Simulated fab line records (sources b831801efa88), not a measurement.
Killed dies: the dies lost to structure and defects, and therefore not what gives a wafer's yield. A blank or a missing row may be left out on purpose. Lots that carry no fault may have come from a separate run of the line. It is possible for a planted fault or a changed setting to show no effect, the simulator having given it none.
Comparing a struck lot with a sound one || flow sky130 || 43 out of 708 route steps
Sound: these wafers, L153.2, L153.4, L153.6. Struck: wafer L163.1 (left out: L163.2, L163.3 of the same lot, which were not struck); the cause appears at the end.
Order at every step that has rows: each side's tool, ch and its chambers, its first start. Under that, the readings that differ: sound wafers || struck wafers || difference of the means || sigmas: that difference in standard deviations of wafers without a fault.
alike: readings whose means differ by less than 2 such deviations, and words and numbers that are the same on both sides. not compared: withheld readings, readings that some wafer has no value for, bounds like >300 that may hide the same value, and numbers for which the record gives no deviation and whose values overlap.
The two part at a step that has a row with sigmas, a row that says differs or no value, or rows on one side only. Non-overlapping numbers with no deviation appear without sigmas and do not part them. A reading that every wafer of one side lacks parts them only if that side has two wafers or more.

SKY_VIA3_CD_MEAS_12: target cd 200 nm.
  sound: cd-sem-01 at day 41 00:13; struck: cd-sem-02 at day 43 17:15
  alike: cd-nm
SKY_VIA3_OVL_MEAS_13:
  sound: overlay-02 at day 41 00:19; struck: overlay-01 at day 43 17:22
  alike: VIA3_OVL
then, 2 steps without rows for these wafers: SKY_VIA3_ETCH_14 (etches BARC in N2/H2, stops on SiO2, time 45.9 s, target depth 60 nm); SKY_VIA3_ETCH_15 (etches SiO2 in C4F8/O2/Ar, stops on TiN, target depth 507 nm, time 78 s).
SKY_VIA3_STRIP_16: strips in O2/N2.
  sound on plasma-asher-03 ch 0,1, day 41 00:28; struck on plasma-asher-01 ch 0, day 43 17:31
  alike: drypump-motor-current-A, oes-product-au, strip-time-to-endpoint-s
  not compared: rf-hours-counter-h
then, 3 steps without rows for these wafers: SKY_VIA3_STRIP_17 (strips in post etch residue remover, time 1200 s); SKY_VIA3_CLEAN_18 (cleans in IPA, time 180 s); SKY_VIA3_CLEAN_19 (cleans in O3/DIW).
SKY_VIA3_SPUTTER_20: material TiN, target thk 20 nm, time 80 s.
  sound: pvd-sputter-01 at day 41 01:03; struck: pvd-sputter-04 at day 43 18:07
  alike: chamber-pressure-pa, throttle-valve-pct
SKY_VIA3_CVD_21: deposits W, target thk 390 nm, time 117.31 s.
  sound on cvd-w-01 ch 1, day 41 01:10; struck on cvd-w-01 ch 1, day 43 18:11
  alike: heater-power-w
SKY_VIA3_RS_MEAS_22: the measuring method here is four-point-probe.
  sound: film-metro-04 at day 41 01:23; struck: film-metro-02 at day 43 18:26
  alike: VIA3_W_RS
SKY_VIA3_THK_MEAS_23: measures by xrf.
  sound: film-metro-04 at day 41 01:29; struck: film-metro-02 at day 43 18:33
  alike: VIA3_W_THK
SKY_VIA3_CMP_24: polishes, stops on SiO2, t overpolish 20 s, target thk 0 nm.
  sound on cmp-01 ch 1,2,3, day 41 01:32; struck on cmp-02 ch 1, day 43 18:37
  alike: head-pressure-psi, motor-current-A, overpolish-run-s, time-to-endpoint-s
SKY_METAL4_SPUTTER_00: material Ti, target thk 15 nm, time 10 s.
  sound: pvd-sputter-02 at day 41 01:50; struck: pvd-sputter-02 at day 43 18:55
  alike: chamber-pressure-pa, throttle-valve-pct
then, 3 steps without rows for these wafers: SKY_METAL4_SPUTTER_01 (material TiN, target thk 20 nm, time 16.7 s); SKY_METAL4_SPUTTER_02 (material AlCu, target thk 735 nm, time 39.1 s); SKY_METAL4_SPUTTER_03 (material Ti, target thk 5 nm, time 3.3 s).
SKY_METAL4_SPUTTER_04: material TiN, target thk 70 nm, time 58.3 s.
  sound: pvd-sputter-02 at day 41 01:56; struck: pvd-sputter-02 at day 43 19:01
  alike: chamber-pressure-pa, throttle-valve-pct
then, 1 step without rows for these wafers: SKY_CAP2M_CVD_00 (deposits SiO2, target thk 15.5 nm).
SKY_CAP2M_THK_MEAS_01:
  sound: film-metro-03 at day 41 02:02; struck: film-metro-01 at day 43 19:05
  alike: CAP2M_CVD_00_THK
then, 1 step without rows for these wafers: SKY_CAP2M_SPUTTER_02 (material TiN, target thk 200 nm, time 166.7 s).
SKY_CAP2M_RS_MEAS_03: the measuring method here is four-point-probe.
  sound: film-metro-01 at day 41 02:12; struck: film-metro-03 at day 43 19:15
  alike: CAP2M_TIN_RS
SKY_CAP2M_THK_MEAS_04: measures by xrf.
  sound: film-metro-01 at day 41 02:19; struck: film-metro-03 at day 43 19:22
  alike: CAP2M_TIN_THK
then, 7 steps without rows for these wafers: SKY_CAP2M_DEHYDRATE_05 (time 60 s); SKY_CAP2M_HMDS_06 (prime time 60 s); SKY_CAP2M_COAT_07 (resist thk 1140 nm); SKY_CAP2M_SOFTBAKE_08 (time 60 s); SKY_CAP2M_EXPOSE_09 (exposes mask CAP2M, target cd 1000 nm); SKY_CAP2M_PEB_10; SKY_CAP2M_DEVELOP_11 (develop time 60 s).
SKY_CAP2M_OVL_MEAS_12:
  sound: overlay-01 at day 42 02:57; struck: overlay-02 at day 44 17:24
  alike: CAP2M_OVL
then, 11 steps without rows for these wafers: SKY_CAP2M_METAL_ETCH_13 (etches TiN in Cl2/BCl3, stops on SiO2, target depth 220 nm, time 62.9 s); SKY_CAP2M_STRIP_14 (strips in O2/N2); SKY_CAP2M_STRIP_15 (strips in post etch residue remover, time 1200 s); SKY_CAP2M_CLEAN_16 (cleans in IPA, time 180 s); SKY_CAP2M_CLEAN_17 (cleans in O3/DIW); SKY_METAL4_DEHYDRATE_05 (time 60 s); SKY_METAL4_HMDS_06 (prime time 60 s); SKY_METAL4_COAT_07 (resist thk 60 nm); SKY_METAL4_COAT_08 (resist thk 1140 nm); SKY_METAL4_SOFTBAKE_09 (time 90 s); SKY_METAL4_EXPOSE_10 (exposes mask MM4, target cd 300 nm).
-- the record jumps here: 5 days lie between the struck wafers' starts before and after (it left off in module METAL4 and takes up again in module PAD_OPEN, whose first step shown is number 708 of the route) --
SKY_PAD_OPEN_PROBE_99:
  sound: prober-02 at day 47 02:50; struck: prober-01 at day 49 09:13
{"reading": "defect-limited-yield (%)", "sound": "85.4 83.7 78.7", "struck": 51.6, "difference": -31.0, "sigmas": -14}
{"reading": "killed_at_M0_to_M3", "sound": "34 41 51", "struck": 193, "difference": "+151", "sigmas": "+20"}
{"reading": "killed_at_M4_up", "sound": "8 1 4", "struck": 0, "difference": -4, "sigmas": -2}
{"reading": "killed-dies", "sound": "72 80 105", "struck": 238, "difference": "+152", "sigmas": "+14"}
{"reading": "killed-on-rim", "sound": "15 17 24", "struck": 46, "difference": "+27", "sigmas": "+8"}
{"reading": "sort_bin_3_pad_short (%)", "sound": "0.6 0.6 1.2", "struck": 2.4, "difference": "+1.6", "sigmas": "+4"}
{"reading": "sort_bin_5_function (%)", "sound": "10.0 8.7 10.8", "struck": 30.1, "difference": "+20.3", "sigmas": "+13"}
{"reading": "sort_bin_6_memory (%)", "sound": "4.1 6.9 9.3", "struck": 15.9, "difference": "+9.1", "sigmas": "+7"}
{"reading": "sort-n-pass", "sound": "420 412 387", "struck": 254, "difference": -152, "sigmas": -14}
{"reading": "sort-yield-pct (%)", "sound": "85.4 83.7 78.7", "struck": 51.6, "difference": -31.0, "sigmas": -14}
{"reading": "model.etest.tester.sort-n-pass", "sound": "420 412 387", "struck": 254, "difference": -152, "sigmas": ""}
{"reading": "model.etest.tester.sort-yield-pct (%)", "sound": "85.37 83.74 78.66", "struck": 51.63, "difference": -30.96, "sigmas": ""}
{"reading": "model.etest.tester.sort_bin_5_pct (%)", "sound": "9.959 8.74 10.77", "struck": 30.08, "difference": "+20.26", "sigmas": ""}
{"reading": "model.etest.tester.sort_bin_6_pct (%)", "sound": "4.065 6.911 9.35", "struck": 15.85, "difference": "+9.07", "sigmas": ""}
{"reading": "model.etest.tester.sort_bin_3_pct (%)", "sound": "0.6098 0.6098 1.22", "struck": 2.439, "difference": "+1.626", "sigmas": ""}
  alike: killed-at-contacts, killed-at-front-end, killed-at-other, killed-open, killed-short

## WHERE THEY PART
Only at SKY_PAD_OPEN_PROBE_99, as far as this record shows.

WHY: what had been put in by the simulator
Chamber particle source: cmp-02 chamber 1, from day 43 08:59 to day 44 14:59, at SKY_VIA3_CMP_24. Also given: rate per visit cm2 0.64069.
